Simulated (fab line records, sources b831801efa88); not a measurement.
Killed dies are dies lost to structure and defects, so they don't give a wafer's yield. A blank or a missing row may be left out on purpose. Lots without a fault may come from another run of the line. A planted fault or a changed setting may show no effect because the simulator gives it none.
A struck lot beside a sound one | flow gf180mcu | 43 steps out of a route of 602
Sound: wafers L756.1, L756.3, L756.4. Struck: wafers L766.5, L766.6. The cause comes at the end.
At each step with rows: each side's tool, then ch and its chambers, then its first start. Under that, the readings that differ: sound wafers | struck wafers | difference of the means | sigmas: that difference in standard deviations of wafers without a fault.
alike: readings whose means differ by less than 2 such deviations, and words and numbers that are the same on both sides. not compared: withheld readings, readings that some wafer has no value for, bounds like >300 that may hide the same value, and numbers for which the record gives no deviation and whose values overlap.
The two part at a step that has a row with sigmas, a row that says differs or no value, or rows on one side only. Numbers that don't overlap but have no deviation are shown without sigmas and don't part them. A reading that every wafer of one side lacks parts them only if that side has two wafers or more.

first, 1 step without rows for these wafers: GF_DNWELL_IMPLANT_07.
GF_DNWELL_STRIP_08: strips in O2/N2.
  sound on plasma_asher-01 ch 0,1, day 2 16:58; struck on plasma_asher-01 ch 0,1, day 5 00:07
  alike: chamber_pressure_mTorr, drypump_motor_current_A, heater_power_w, n2_flow_sccm, oes_product_au, strip_time_to_endpoint_s
  not compared: rf_hours_counter_h
GF_DNWELL_TW_MEAS_09:
  sound on film_metro-04, day 2 17:04; struck on film_metro-01, day 5 00:11
  alike: DNWELL_TW
then, 7 steps without rows for these wafers: GF_NWELL_DEHYDRATE_00 (time 60 s); GF_NWELL_HMDS_01 (prime time 60 s); GF_NWELL_COAT_02 (resist thk 3000 nm); GF_NWELL_SOFTBAKE_03; GF_NWELL_EXPOSE_04 (exposes mask Nwell, target cd 860 nm); GF_NWELL_PEB_05; GF_NWELL_DEVELOP_06 (develop time 60 s).
GF_NWELL_OVL_MEAS_07:
  sound on overlay-01, day 3 05:42; struck on overlay-01, day 5 14:02
  alike: NWELL_OVL
then, 1 step without rows for these wafers: GF_NWELL_IMPLANT_08.
GF_NWELL_IMPLANT_09:
  sound on implanter-03 ch 0, day 3 05:53; struck on implanter-02 ch 0, day 5 14:18
  reading            | sound           | struck      | difference | sigmas
  beam_on_s (s)      | 10.06 9.91 9.69 | 11.26 11.28 | +1.38      | +6
  faraday_current_uA | 22.4 22.7 23.2  | 20.0 20.0   | -2.8       | -6
GF_NWELL_STRIP_10: strips in O2/N2.
  sound on plasma_asher-03 ch 0,1, day 3 06:02; struck on plasma_asher-04 ch 0,1, day 5 14:25
  reading            | sound       | struck  | difference | sigmas
  heater_power_w (W) | 449 447 326 | 285 301 | -114       | -2
  alike: chamber_pressure_mTorr, drypump_motor_current_A, n2_flow_sccm, oes_product_au, strip_time_to_endpoint_s
  not compared: rf_hours_counter_h
GF_NWELL_TW_MEAS_11:
  sound on film_metro-04, day 3 06:08; struck on film_metro-04, day 5 14:29
  alike: NWELL_TW
then, 7 steps without rows for these wafers: GF_LVPWELL_DEHYDRATE_00 (time 60 s); GF_LVPWELL_HMDS_01 (prime time 60 s); GF_LVPWELL_COAT_02 (resist thk 3000 nm); GF_LVPWELL_SOFTBAKE_03; GF_LVPWELL_EXPOSE_04 (exposes mask LVPWELL, target cd 600 nm); GF_LVPWELL_PEB_05; GF_LVPWELL_DEVELOP_06 (develop time 60 s).
GF_LVPWELL_OVL_MEAS_07:
  sound on overlay-01, day 3 19:26; struck on overlay-01, day 6 05:10
  alike: LVPWELL_OVL
then, 2 steps without rows for these wafers: GF_LVPWELL_IMPLANT_08; GF_LVPWELL_IMPLANT_09.
GF_LVPWELL_STRIP_10: strips in O2/N2.
  sound on plasma_asher-01 ch 0,1, day 3 19:46; struck on plasma_asher-04 ch 0,1, day 6 05:32
  reading                      | sound             | struck      | difference | sigmas
  strip_time_to_endpoint_s (s) | 37.07 37.02 37.05 | 36.77 36.86 | -0.23      | -3
  alike: chamber_pressure_mTorr, drypump_motor_current_A, heater_power_w, n2_flow_sccm, oes_product_au
  not compared: rf_hours_counter_h
GF_LVPWELL_TW_MEAS_11:
  sound on film_metro-04, day 3 19:52; struck on film_metro-04, day 6 05:37
  alike: LVPWELL_TW
then, 7 steps without rows for these wafers: GF_MVSD_DEHYDRATE_00 (time 60 s); GF_MVSD_HMDS_01 (prime time 60 s); GF_MVSD_COAT_02 (resist thk 3000 nm); GF_MVSD_SOFTBAKE_03; GF_MVSD_EXPOSE_04 (exposes mask MVSD, target cd 1000 nm); GF_MVSD_PEB_05; GF_MVSD_DEVELOP_06 (develop time 60 s).
GF_MVSD_OVL_MEAS_07:
  sound on overlay-02, day 4 09:30; struck on overlay-02, day 6 19:45
  alike: MVSD_OVL
then, 2 steps without rows for these wafers: GF_MVSD_IMPLANT_08; GF_MVSD_IMPLANT_09.
GF_MVSD_STRIP_10: strips in O2/N2.
  sound on plasma_asher-01 ch 0,1, day 4 09:50; struck on plasma_asher-03 ch 0,1, day 6 20:07
  alike: chamber_pressure_mTorr, drypump_motor_current_A, heater_power_w, n2_flow_sccm, oes_product_au, strip_time_to_endpoint_s
  not compared: rf_hours_counter_h
GF_MVSD_TW_MEAS_11:
  sound on film_metro-02, day 4 09:56; struck on film_metro-02, day 6 20:12
  alike: MVSD_TW
then, 3 steps without rows for these wafers: GF_MVPSD_DEHYDRATE_00 (time 60 s); GF_MVPSD_HMDS_01 (prime time 60 s); GF_MVPSD_COAT_02 (resist thk 3000 nm).
-- the record jumps here: 4 days lie between the struck wafers' starts before and after --
GF_VT_IMPLANT_RS_MEAS_47: measures by four-point-probe.
  sound on film_metro-04, day 7 11:09; struck on film_metro-04, day 10 08:41
  reading           | sound             | struck      | difference | sigmas
  NWELL_RS (ohm/sq) | 487.5 486.9 487.2 | 481.8 482.2 | -5.2       | -3

WHERE THEY PART
First at GF_NWELL_IMPLANT_09; last, within this record, at GF_VT_IMPLANT_RS_MEAS_47.

WHY: what the simulator had put in
Process parameter drift: implanter-02, from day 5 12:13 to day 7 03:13, at GF_NWELL_IMPLANT_09. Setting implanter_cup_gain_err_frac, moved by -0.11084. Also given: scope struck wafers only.
